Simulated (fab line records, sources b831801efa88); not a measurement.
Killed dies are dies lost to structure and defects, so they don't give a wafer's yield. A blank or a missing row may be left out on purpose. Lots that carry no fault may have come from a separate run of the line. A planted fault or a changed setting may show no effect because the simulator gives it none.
A single fault, viewed from 2 desks ; flow gf180mcu ; only its own numbers are on each desk; what lay behind them is given at the end

== DESK OF THE TOOL OWNER: plasmaAsher-02 ==
The tool's own readings at GF_PSD_STRIP_10 (strips in O2/N2): means of the sampled wafers that have a number, for each lot that ran on this tool. Marked OUT: a lot whose mean sits more than 4 standard deviations from the usual mean, which makes it out of limits; the brackets give that distance.
Columns: A = drypumpMotorCurrentA at GF_PSD_STRIP_10, usual 5.5 A; B = heaterPowerW at GF_PSD_STRIP_10, usual 326 W; C = oesProductAu at GF_PSD_STRIP_10, usual 0.592 a.u.; D = stripTimeToEndpointS at GF_PSD_STRIP_10, usual 16.50 s
lot;first seen here;A;B;C;D
L161;day 15 03:40;5.7;303;0.592;16.52
L162;day 15 15:05;5.3;293;0.591;16.53
L163;day 16 02:13;5.3;291;0.599;16.54
L164;day 16 10:45;4.9;289;0.590;16.54
L165;day 16 17:05;5.7;305;0.591;16.47
L167;day 17 11:11;5.3;289;0.593;16.51
L174;day 19 23:44;5.3;295;0.595;16.47
L177;day 20 19:32;5.3;297;0.588;16.49
This desk's finding: nothing out of limits on any of the 8 lots.

== FROM THE METROLOGY DESK ==
What the gauges read for every lot (on any tool): the sampled wafers with a number, averaged. Marked OUT: a lot whose mean sits more than 4 standard deviations from the usual mean, which makes it out of limits; the brackets give that distance.
Columns: A = V4_W_THK at GF_V4_THK_MEAS_25, usual 362 nm
lot;first seen here;A
L159;day 24 21:17;359
L161;day 25 07:52;355
L162;day 25 18:55;359
L163;day 26 06:07;366
L164;day 26 14:28;364
L165;day 26 18:38;361
L167;day 27 12:22;358
L168;day 27 20:14;358
L171;day 28 14:22;363
L174;day 29 16:40;360
L177;day 30 07:37;362
L179;day 30 20:37;369
L180;day 30 23:31;360
This desk's finding: nothing out of limits on any of the 13 lots.

== TAKEN TOGETHER ==
The desk of the tool owner found nothing out of limits.
The metrology desk saw nothing out of limits.

== WHAT WAS PUT IN BY THE SIMULATOR ==
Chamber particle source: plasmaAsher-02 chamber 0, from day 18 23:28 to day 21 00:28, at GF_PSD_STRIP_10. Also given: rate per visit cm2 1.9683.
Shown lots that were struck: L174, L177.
